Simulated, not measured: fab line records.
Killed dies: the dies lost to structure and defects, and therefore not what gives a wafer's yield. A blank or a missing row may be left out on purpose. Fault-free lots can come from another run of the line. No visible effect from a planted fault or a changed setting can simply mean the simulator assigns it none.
Which tool was responsible? -- flow sky130 -- 12 lots with 35 wafers sampled at 5 steps, on a route of 708 steps

== WHAT THE GAUGES READ, wafer by wafer ==
SKY_METAL2_CD_MEAS_15: target cd 140 nm. Usual: cdNm 140.0 nm, standard deviation 1.5.
lot,measured,on,cdNm (nm),flag
L690,day 35 23:25,cdSem-01,143.8 143.6 144.4,
L691,day 36 05:58,cdSem-02,138.9 138.6 139.1,
L692,day 36 11:46,cdSem-02,141.6 140.9 140.0,
L695,day 37 16:18,cdSem-02,141.1 140.9 141.8,
L699,day 38 10:34,cdSem-02,138.7 138.9,
L702,day 39 11:22,cdSem-01,138.1 139.5 139.3,
L704,day 40 01:37,cdSem-01,139.4 139.0 137.5,
L706,day 40 16:59,cdSem-01,139.2 141.3 139.2,
L707,day 41 03:49,cdSem-01,140.4 140.2 141.0,
L708,day 41 06:40,cdSem-02,137.9 138.4 138.1,
L710,day 41 22:53,cdSem-01,140.7 140.0 140.7,
L711,day 42 03:25,cdSem-02,140.7 140.9 141.1,

SKY_METAL5_THK_MEAS_06: measures by xrf. Usual: METAL5_ALCU_THK gives 1162 nm (standard deviation 17).
lot,measured,on,METAL5_ALCU_THK (nm),flag
L690,day 43 16:40,filmMetro-01,1172 1192 1169,
L691,day 43 21:36,filmMetro-03,1162 1142 1167,
L692,day 44 03:11,filmMetro-03,1187 1169 1164,
L695,day 45 03:35,filmMetro-04,1176 1157 1151,
L699,day 45 19:27,filmMetro-01,1230 1167,
L702,day 46 16:03,filmMetro-04,1171 1156 1155,
L704,day 47 03:10,filmMetro-03,1131 1134 1149,
L706,day 47 16:29,filmMetro-03,1154 1151 1161,
L707,day 48 01:00,filmMetro-01,1165 1185 1182,
L708,day 48 03:54,filmMetro-01,1164 1195 1174,
L710,day 48 21:31,filmMetro-04,1159 1151 1154,
L711,day 48 21:43,filmMetro-04,1160 1183 1167,

== WHICH TOOL RAN EACH LOT (tool, then ch and the chambers of the sampled wafers, then the start) ==
lot,SKY_METAL1_DESCUM_17,SKY_VIA2_CMP_24,SKY_METAL5_SPUTTER_04
L690,"rieMetal-01 ch 0,1, day 33 15:11","cmp-01 ch 0,1,3, day 37 04:58","pvdSputter-04, day 43 16:30"
L691,"rieMetal-01 ch 0,1, day 33 20:51","cmp-02 ch 1,3, day 37 11:32","pvdSputter-02, day 43 21:25"
L692,"rieMetal-01 ch 0,1, day 34 03:54","cmp-02 ch 0,1,3, day 37 16:38","pvdSputter-04, day 44 03:00"
L695,"rieMetal-01 ch 0,1, day 35 09:31","cmp-01 ch 0,2, day 38 21:15","pvdSputter-03, day 45 03:25"
L699,"rieMetal-03 ch 0,1, day 36 03:05","cmp-01 ch 2,3, day 39 14:58","pvdSputter-04, day 45 19:17"
L702,"rieMetal-03 ch 0,1, day 37 06:26","cmp-02 ch 0,2,3, day 40 14:55","pvdSputter-03, day 46 15:50"
L704,"rieMetal-04 ch 0,1, day 37 21:20","cmp-02 ch 0,1,3, day 41 04:03","pvdSputter-03, day 47 02:59"
L706,"rieMetal-01 ch 0, day 38 12:04","cmp-01 ch 0,3, day 41 19:50","pvdSputter-03, day 47 16:18"
L707,"rieMetal-03 ch 0,1, day 38 23:43","cmp-02 ch 0,2,3, day 42 06:10","pvdSputter-03, day 48 00:50"
L708,"rieMetal-04 ch 1, day 39 03:31","cmp-02 ch 0,2,3, day 42 10:01","pvdSputter-03, day 48 03:44"
L710,"rieMetal-03 ch 0,1, day 39 19:28","cmp-02 ch 0,1,2, day 43 00:40","pvdSputter-03, day 48 21:20"
L711,"rieMetal-04 ch 0,1, day 39 23:17","cmp-02 ch 0,1,2, day 43 05:34","pvdSputter-02, day 48 21:34"
- SKY_METAL1_DESCUM_17: chemistry O2, time 8 s.
- SKY_VIA2_CMP_24: polishes, stops on SiO2, t overpolish 20 s, target thk 0 nm.
- SKY_METAL5_SPUTTER_04: material TiN, target thk 70 nm, time 58.3 s.

== AS READ BY THE TOOLS THEMSELVES (means over the sampled wafers that have a number; for cases with no such wafer, the mark the record gives instead) ==
SKY_METAL1_DESCUM_17. Usual: drypumpMotorCurrentA 5.3 A, standard deviation 0.46; oesProductAu 0.997 a.u., standard deviation 0.009.
lot,tool,drypumpMotorCurrentA (A),oesProductAu (a.u.),flag
L690,rieMetal-01,5.3,0.995,
L691,rieMetal-01,5.3,0.990,
L692,rieMetal-01,5.3,0.990,
L695,rieMetal-01,5.3,0.987,
L699,rieMetal-03,5.0,0.992,
L702,rieMetal-03,5.0,0.989,
L704,rieMetal-04,5.5,1.003,
L706,rieMetal-01,5.2,0.997,
L707,rieMetal-03,4.8,0.996,
L708,rieMetal-04,5.1,1.006,
L710,rieMetal-03,5.0,0.993,
L711,rieMetal-04,5.5,1.005,

SKY_VIA2_CMP_24. Usual: motorCurrentA 10.4 A, standard deviation 1; overpolishRunS 19.998 s, standard deviation 0.0095; retainingRingPressureFrac 1.000, standard deviation 0.0048; timeToEndpointS 100 s, standard deviation 3.
lot,tool,motorCurrentA (A),overpolishRunS (s),retainingRingPressureFrac,timeToEndpointS (s),flag
L690,cmp-01,11.2,19.998,0.997,99,
L691,cmp-02,11.0,19.999,0.998,101,
L692,cmp-02,10.7,19.996,0.998,99,
L695,cmp-01,10.9,19.998,1.001,106,
L699,cmp-01,10.0,19.999,1.004,102,
L702,cmp-02,10.1,20.003,1.000,98,
L704,cmp-02,10.5,19.982,0.999,101,
L706,cmp-01,10.9,19.995,0.997,99,
L707,cmp-02,9.8,19.996,1.000,103,
L708,cmp-02,10.2,19.994,1.002,99,
L710,cmp-02,10.4,20.000,0.998,100,
L711,cmp-02,10.3,19.994,0.997,103,

SKY_METAL5_SPUTTER_04. Usual: throttleValvePct 29.4 %, standard deviation 0.87.
lot,tool,throttleValvePct (%),flag
L690,pvdSputter-04,30.7,
L691,pvdSputter-02,29.6,
L692,pvdSputter-04,30.2,
L695,pvdSputter-03,29.5,
L699,pvdSputter-04,31.0,
L702,pvdSputter-03,29.4,
L704,pvdSputter-03,29.7,
L706,pvdSputter-03,29.4,
L707,pvdSputter-03,29.6,
L708,pvdSputter-03,29.3,
L710,pvdSputter-03,29.3,
L711,pvdSputter-02,29.0,

== THE ANSWER, worked out from the rows above alone ==
Rule: a lot is off if the mean of its wafers that have a number lies more than 3 standard deviations from the usual mean. A lot without any number at a reading at which 4 lots or more have one is off too. All remaining lots with rows at the step are treated as sound. The gauges are gone through in route order, then the tools' own readings, and for those a lot's mean is taken as printed above. At the first step where some lot is off, the reading lying furthest off is the one used; lots without a number count as furthest.
Nothing can be told from this: no lot is off at any reading shown.

== WHAT THE SIMULATOR PUT IN ==
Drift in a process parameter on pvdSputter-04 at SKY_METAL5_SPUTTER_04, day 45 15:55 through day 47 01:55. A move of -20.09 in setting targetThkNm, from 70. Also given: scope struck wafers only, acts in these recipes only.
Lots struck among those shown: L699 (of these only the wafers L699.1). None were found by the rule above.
